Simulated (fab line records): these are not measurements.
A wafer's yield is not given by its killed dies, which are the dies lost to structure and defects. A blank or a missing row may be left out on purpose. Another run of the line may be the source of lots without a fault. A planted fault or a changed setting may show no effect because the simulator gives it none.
Problem report in the 8D (eight disciplines) form, filled by code    flow gf180mcu    the parts of the form that need people (team, actions taken, sign-off) are left out

1. WHAT WENT WRONG
MIM_ALCU_RS at GF_MIM_RS_MEAS_10 reads a mean of 0.0961 ohm/sq on 2 wafers of 2 lots; wafers without a fault read 0.1607 ohm/sq with a standard deviation of 0.002. Measured from the usual mean, that is -32 standard deviations.
The step: measures by four-point-probe.
Seen first at day 28 21:25 on filmMetro-04, wafer L875.2. Wafers with a number at this step in the record: 33, from 11 lots. By rule, "out" or "out of limits" means more than 4 standard deviations away from the usual mean. Any other wafer with a number is counted as sound.

2. WHAT IT IS, WHAT IT ISN'T
question                     is                 is not
which readings at this step  MIM_ALCU_RS        -
which lots                   L875, L876         L866, L867, L868, L869, L870, L871, L873, L884, L885
which wafers of those lots   L875.2, L876.4     L875.3, L875.4, L876.3, L876.6
read on which gauges         filmMetro-04       filmMetro-02, filmMetro-03
when                         from day 28 21:25  up to then (23 sound wafers); but 8 sound wafers of L876, L884, L885 came after

3. SUSPECTS, AND WHAT RULES EACH OUT
Counting: if a tool at a process step up to the reading ran every lot that is out, it stays a suspect. Sound lots after the first of them don't rule it out here, since some wafers of a struck lot are sound.
- ruled out: the gauge at GF_MIM_RS_MEAS_10. All the wafers that are out were read on filmMetro-04, but those of them that GF_MIM_METAL_ETCH_19 has rows for are out there too, on other tools.
- pvdSputter-01 at GF_V4_SPUTTER_21 (material Ti, target thk 15 nm, time 80.02 s): kept. It ran every lot that is out, first L875 (day 28 20:17); its last sound lot up to then is L871 (day 27 19:59).
- pvdSputter-04 at GF_MIM_SPUTTER_08 (material AlCu, target thk 200 nm, time 10.6 s): kept. It ran every lot that is out, first L875 (day 28 21:20); its last sound lot up to then is L873 (day 28 11:53).
After counting, pvdSputter-01 at GF_V4_SPUTTER_21 and pvdSputter-04 at GF_MIM_SPUTTER_08 remain.

4. THE CAUSE (what the simulator had put in)
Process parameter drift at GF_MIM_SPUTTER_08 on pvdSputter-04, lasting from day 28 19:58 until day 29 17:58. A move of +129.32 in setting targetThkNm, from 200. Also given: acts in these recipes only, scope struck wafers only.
2 suspects survive the count, and this tool is in that group.

5. SEQUENCE OF EFFECTS, ordered by route
One row per reading whose mean, taken over the struck wafers that have a number, lies over 3 standard deviations from the usual. Readings are gone through only where the record gives a usual standard deviation; hours: the median, over the lots, of the time from a lot's start at the first step in this table giving one to that lot's start at this step; sigmas: the change measured in usual standard deviations.
hours  step                  reading           usual          on struck wafers  change   sigmas
0      GF_MIM_RS_MEAS_10     MIM_ALCU_RS       0.1607 ohm/sq  0.0961            -0.0646  -32
0      GF_MIM_THK_MEAS_11    MIM_ALCU_THK      199.0 nm       328.2             +129.2   +54
19     GF_MIM_METAL_ETCH_19  oesProductAu      0.940 a.u.     1.005             +0.065   +9.3
19     GF_MIM_METAL_ETCH_19  throttleValvePct  28.288 %       28.224            -0.064   -6.5
It contains these process steps:
- GF_MIM_METAL_ETCH_19: etches the open film in Cl2/BCl3, stops on Si3N4, target depth 324.5 nm, time 54.1 s.

6. WHAT WOULD HAVE CAUGHT IT SOONER
In this record the first reading out of limits at a measuring or inspecting step was taken at day 28 21:25, 1 hour after the fault began at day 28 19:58.
Of the tool readings at GF_MIM_SPUTTER_08 for which the record gives a usual standard deviation, none was out on any struck wafer, so an alarm limit of 4 standard deviations on them would not have fired.
Among the 2 lots that are out, L876 began GF_MIM_SPUTTER_08 on pvdSputter-04 after day 28 21:25. Had the tool been put on hold then, it would have been spared.
